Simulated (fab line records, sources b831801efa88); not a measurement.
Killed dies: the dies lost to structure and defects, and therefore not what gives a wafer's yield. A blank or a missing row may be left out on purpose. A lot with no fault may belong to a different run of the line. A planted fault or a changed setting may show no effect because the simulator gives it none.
Which tool was responsible? :: flow sky130 :: 12 lots with 35 wafers sampled at 6 steps, on a route of 708 steps

== WHAT THE GAUGES SHOWED, per wafer ==
SKY_CONTACT_THK_MEAS_03.
lot: L505
measured: day 30 08:13
on: filmMetro-04
CONTACT_HDPCVD_THK (nm): 557 554 564

lot: L506
measured: day 30 16:10
on: filmMetro-01
CONTACT_HDPCVD_THK (nm): 559 557 558

lot: L507
measured: day 31 06:25
on: filmMetro-01
CONTACT_HDPCVD_THK (nm): 567 567 570

lot: L510
measured: day 31 22:27
on: filmMetro-01
CONTACT_HDPCVD_THK (nm): 564 558 565

lot: L509
measured: day 31 23:53
on: filmMetro-01
CONTACT_HDPCVD_THK (nm): 562 559 567

lot: L508
measured: day 32 00:27
on: filmMetro-04
CONTACT_HDPCVD_THK (nm): 568 574 566

lot: L511
measured: day 32 04:22
on: filmMetro-04
CONTACT_HDPCVD_THK (nm): 559 563 563

lot: L512
measured: day 32 23:02
on: filmMetro-01
CONTACT_HDPCVD_THK (nm): 566 560 566

lot: L521
measured: day 35 15:20
on: filmMetro-01
CONTACT_HDPCVD_THK (nm): 476 566 477

lot: L522
measured: day 36 00:35
on: filmMetro-04
CONTACT_HDPCVD_THK (nm): 561 477

lot: L526
measured: day 36 17:42
on: filmMetro-01
CONTACT_HDPCVD_THK (nm): 563 564 560

lot: L528
measured: day 37 09:32
on: filmMetro-02
CONTACT_HDPCVD_THK (nm): 566 568 569

SKY_CONTACT_CD_MEAS_14: the cd target is 170 nm.
lot: L505
measured: day 31 12:05
on: cdSem-01
cdNm (nm): 171.3 170.3 171.9

lot: L506
measured: day 31 20:28
on: cdSem-01
cdNm (nm): 170.1 170.7 169.5

lot: L507
measured: day 32 09:50
on: cdSem-02
cdNm (nm): 170.5 171.1 169.4

lot: L510
measured: day 33 01:44
on: cdSem-01
cdNm (nm): 170.4 171.7 171.6

lot: L509
measured: day 33 03:15
on: cdSem-01
cdNm (nm): 170.3 171.5 170.5

lot: L508
measured: day 33 03:50
on: cdSem-01
cdNm (nm): 170.3 169.6 169.2

lot: L511
measured: day 33 07:26
on: cdSem-02
cdNm (nm): 170.4 172.0 172.1

lot: L512
measured: day 34 01:56
on: cdSem-01
cdNm (nm): 171.5 172.2 171.4

lot: L521
measured: day 36 17:39
on: cdSem-02
cdNm (nm): 170.0 169.3 172.1

lot: L522
measured: day 37 03:18
on: cdSem-01
cdNm (nm): 170.0 170.8

lot: L526
measured: day 37 19:59
on: cdSem-02
cdNm (nm): 169.4 171.3 171.4

lot: L528
measured: day 38 10:50
on: cdSem-01
cdNm (nm): 169.8 170.2 171.6

SKY_CONTACT_OVL_MEAS_15.
lot: L505
measured: day 31 12:12
on: overlay-02
CONTACT_OVL (nm): 2 6 -2

lot: L506
measured: day 31 20:35
on: overlay-02
CONTACT_OVL (nm): -4 -1 -6

lot: L507
measured: day 32 09:55
on: overlay-02
CONTACT_OVL (nm): 7 6 8

lot: L510
measured: day 33 01:52
on: overlay-02
CONTACT_OVL (nm): -1 1 3

lot: L509
measured: day 33 03:22
on: overlay-02
CONTACT_OVL (nm): -3 -7 -8

lot: L508
measured: day 33 03:57
on: overlay-02
CONTACT_OVL (nm): 4 -7 -7

lot: L511
measured: day 33 07:31
on: overlay-02
CONTACT_OVL (nm): 2 7 8

lot: L512
measured: day 34 02:03
on: overlay-01
CONTACT_OVL (nm): -8 -5 -6

lot: L521
measured: day 36 17:44
on: overlay-01
CONTACT_OVL (nm): 3 1 4

lot: L522
measured: day 37 03:24
on: overlay-01
CONTACT_OVL (nm): -7 -11

lot: L526
measured: day 37 20:06
on: overlay-01
CONTACT_OVL (nm): 1 6 2

lot: L528
measured: day 38 10:57
on: overlay-02
CONTACT_OVL (nm): 4 4 -3

== TOOL THAT RAN EACH LOT (tool first, then ch and the chambers of the sampled wafers, then the start) ==
lot: L505
SKY_LI_CONTACT_SPUTTER_19: pvdSputter-01, day 29 03:05
SKY_CONTACT_HDPCVD_02: hdpcvd-02 ch 1,2, day 30 08:09
SKY_CONTACT_CMP_04: cmp-02 ch 0,1,3, day 30 08:23

lot: L506
SKY_LI_CONTACT_SPUTTER_19: pvdSputter-01, day 29 10:09
SKY_CONTACT_HDPCVD_02: hdpcvd-02 ch 0,1, day 30 16:05
SKY_CONTACT_CMP_04: cmp-02 ch 0,1,2, day 30 16:29

lot: L507
SKY_LI_CONTACT_SPUTTER_19: pvdSputter-03, day 30 01:37
SKY_CONTACT_HDPCVD_02: hdpcvd-02 ch 0,1, day 31 06:20
SKY_CONTACT_CMP_04: cmp-02 ch 2,3, day 31 06:28

lot: L510
SKY_LI_CONTACT_SPUTTER_19: pvdSputter-03, day 30 16:59
SKY_CONTACT_HDPCVD_02: hdpcvd-01 ch 0,1,2, day 31 22:23
SKY_CONTACT_CMP_04: cmp-01 ch 1,2,3, day 31 22:34

lot: L509
SKY_LI_CONTACT_SPUTTER_19: pvdSputter-02, day 30 17:37
SKY_CONTACT_HDPCVD_02: hdpcvd-02 ch 0,1,2, day 31 23:49
SKY_CONTACT_CMP_04: cmp-02 ch 0,1,2, day 32 00:02

lot: L508
SKY_LI_CONTACT_SPUTTER_19: pvdSputter-02, day 30 18:51
SKY_CONTACT_HDPCVD_02: hdpcvd-01 ch 1,2, day 32 00:23
SKY_CONTACT_CMP_04: cmp-01 ch 1,3, day 32 00:31

lot: L511
SKY_LI_CONTACT_SPUTTER_19: pvdSputter-03, day 30 22:46
SKY_CONTACT_HDPCVD_02: hdpcvd-02 ch 1,2, day 32 04:16
SKY_CONTACT_CMP_04: cmp-02 ch 0,2, day 32 04:24

lot: L512
SKY_LI_CONTACT_SPUTTER_19: pvdSputter-01, day 31 18:32
SKY_CONTACT_HDPCVD_02: hdpcvd-02 ch 0,1, day 32 22:59
SKY_CONTACT_CMP_04: cmp-02 ch 0,1,3, day 32 23:06

lot: L521
SKY_LI_CONTACT_SPUTTER_19: pvdSputter-02, day 34 11:17
SKY_CONTACT_HDPCVD_02: hdpcvd-01 ch 0,1,2, day 35 15:15
SKY_CONTACT_CMP_04: cmp-01 ch 0,1,3, day 35 15:29

lot: L522
SKY_LI_CONTACT_SPUTTER_19: pvdSputter-03, day 34 20:56
SKY_CONTACT_HDPCVD_02: hdpcvd-01 ch 0, day 36 00:30
SKY_CONTACT_CMP_04: cmp-01 ch 3, day 36 00:38

lot: L526
SKY_LI_CONTACT_SPUTTER_19: pvdSputter-01, day 35 13:27
SKY_CONTACT_HDPCVD_02: hdpcvd-02 ch 0,1, day 36 17:38
SKY_CONTACT_CMP_04: cmp-01 ch 1,2,3, day 36 17:46

lot: L528
SKY_LI_CONTACT_SPUTTER_19: pvdSputter-03, day 36 05:20
SKY_CONTACT_HDPCVD_02: hdpcvd-02 ch 0,2, day 37 09:29
SKY_CONTACT_CMP_04: cmp-01 ch 1,2,3, day 37 09:39
- SKY_LI_CONTACT_SPUTTER_19: material Ti, target thk 20 nm, time 106.37 s.
- SKY_CONTACT_HDPCVD_02: deposits SiO2, target thk 565 nm, time 94.2 s.
- SKY_CONTACT_CMP_04: polishes SiO2.

== AS READ BY THE TOOLS THEMSELVES (means over the sampled wafers that have a number; for cases with no such wafer, the mark the record gives instead) ==
SKY_LI_CONTACT_SPUTTER_19.
lot: L505
tool: pvdSputter-01
throttleValvePct (%): 30.3

lot: L506
tool: pvdSputter-01
throttleValvePct (%): 29.7

lot: L507
tool: pvdSputter-03
throttleValvePct (%): 29.6

lot: L510
tool: pvdSputter-03
throttleValvePct (%): 29.0

lot: L509
tool: pvdSputter-02
throttleValvePct (%): 30.9

lot: L508
tool: pvdSputter-02
throttleValvePct (%): 30.7

lot: L511
tool: pvdSputter-03
throttleValvePct (%): 29.1

lot: L512
tool: pvdSputter-01
throttleValvePct (%): 29.3

lot: L521
tool: pvdSputter-02
throttleValvePct (%): 30.0

lot: L522
tool: pvdSputter-03
throttleValvePct (%): 30.1

lot: L526
tool: pvdSputter-01
throttleValvePct (%): 29.6

lot: L528
tool: pvdSputter-03
throttleValvePct (%): 29.6

SKY_CONTACT_HDPCVD_02.
lot: L505
tool: hdpcvd-02
runLengthS (s): 122.7

lot: L506
tool: hdpcvd-02
runLengthS (s): 121.8

lot: L507
tool: hdpcvd-02
runLengthS (s): 121.8

lot: L510
tool: hdpcvd-01
runLengthS (s): 122.5

lot: L509
tool: hdpcvd-02
runLengthS (s): 122.3

lot: L508
tool: hdpcvd-01
runLengthS (s): 122.3

lot: L511
tool: hdpcvd-02
runLengthS (s): 122.6

lot: L512
tool: hdpcvd-02
runLengthS (s): 121.8

lot: L521
tool: hdpcvd-01
runLengthS (s): 112.1

lot: L522
tool: hdpcvd-01
runLengthS (s): 114.8

lot: L526
tool: hdpcvd-02
runLengthS (s): 122.1

lot: L528
tool: hdpcvd-02
runLengthS (s): 122.1

SKY_CONTACT_CMP_04.
lot: L505
tool: cmp-02
motorCurrentA (A): 12.1
timeToEndpointS (s): 81

lot: L506
tool: cmp-02
motorCurrentA (A): 12.5
timeToEndpointS (s): 82

lot: L507
tool: cmp-02
motorCurrentA (A): 11.1
timeToEndpointS (s): 81

lot: L510
tool: cmp-01
motorCurrentA (A): 11.4
timeToEndpointS (s): 82

lot: L509
tool: cmp-02
motorCurrentA (A): 12.4
timeToEndpointS (s): 83

lot: L508
tool: cmp-01
motorCurrentA (A): 11.4
timeToEndpointS (s): 88

lot: L511
tool: cmp-02
motorCurrentA (A): 11.8
timeToEndpointS (s): 80

lot: L512
tool: cmp-02
motorCurrentA (A): 12.0
timeToEndpointS (s): 77

lot: L521
tool: cmp-01
motorCurrentA (A): 11.6
timeToEndpointS (s): 62

lot: L522
tool: cmp-01
motorCurrentA (A): 10.8
timeToEndpointS (s): 66

lot: L526
tool: cmp-01
motorCurrentA (A): 11.3
timeToEndpointS (s): 81

lot: L528
tool: cmp-01
motorCurrentA (A): 10.6
timeToEndpointS (s): 84

== THE ANSWER, worked out from the rows above alone ==
Rule: usual is defined by the lots themselves. Put in order of their means at a reading, lots are off if they are a third of the lots or fewer, leave a main group of 4 or more, and stand apart from it by a gap of 3 or more times the standard deviation of the main group's means; of several such gaps the widest counts. A main group is skipped when, at the precision printed for the reading in the tables above, its means are all equal. Also off: a lot with no number at a reading for which 4 or more lots have one. Where the step has rows for the other lots, those lots are counted as sound. The gauges are gone through in route order, then the tools' own readings, and for those a lot's mean is taken as printed above. At the first step where some lot is off, the reading lying furthest off is the one used; lots without a number count as furthest.
Off: at SKY_CONTACT_THK_MEAS_03 (CONTACT_HDPCVD_THK), L521, L522. For the main group the mean is 563 nm and the standard deviation 3.7.
A tool fits if, at a process step before that reading, it ran every lot that is off, and no sound lot after the first of them. The gauges at SKY_CONTACT_THK_MEAS_03 aren't tried: what is off there is off at SKY_CONTACT_HDPCVD_02 too, on other tools, and a gauge's error can't cause that. One fits: SKY_CONTACT_HDPCVD_02 on hdpcvd-01. Its last sound lot is L508 (day 32 00:23), its first lot that is off L521 (day 35 15:15): a fault that began between those two fits.
The tool's own readings at SKY_CONTACT_HDPCVD_02 bear it out: on the lots that are off they differ by more than 5 times the standard deviation of the sound lots' means. runLengthS reads 113.4 s there against 122.2 s on the sound lots.

== WHAT THE SIMULATOR HAD INSERTED ==
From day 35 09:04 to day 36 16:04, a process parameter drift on hdpcvd-01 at SKY_CONTACT_HDPCVD_02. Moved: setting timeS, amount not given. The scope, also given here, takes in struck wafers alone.
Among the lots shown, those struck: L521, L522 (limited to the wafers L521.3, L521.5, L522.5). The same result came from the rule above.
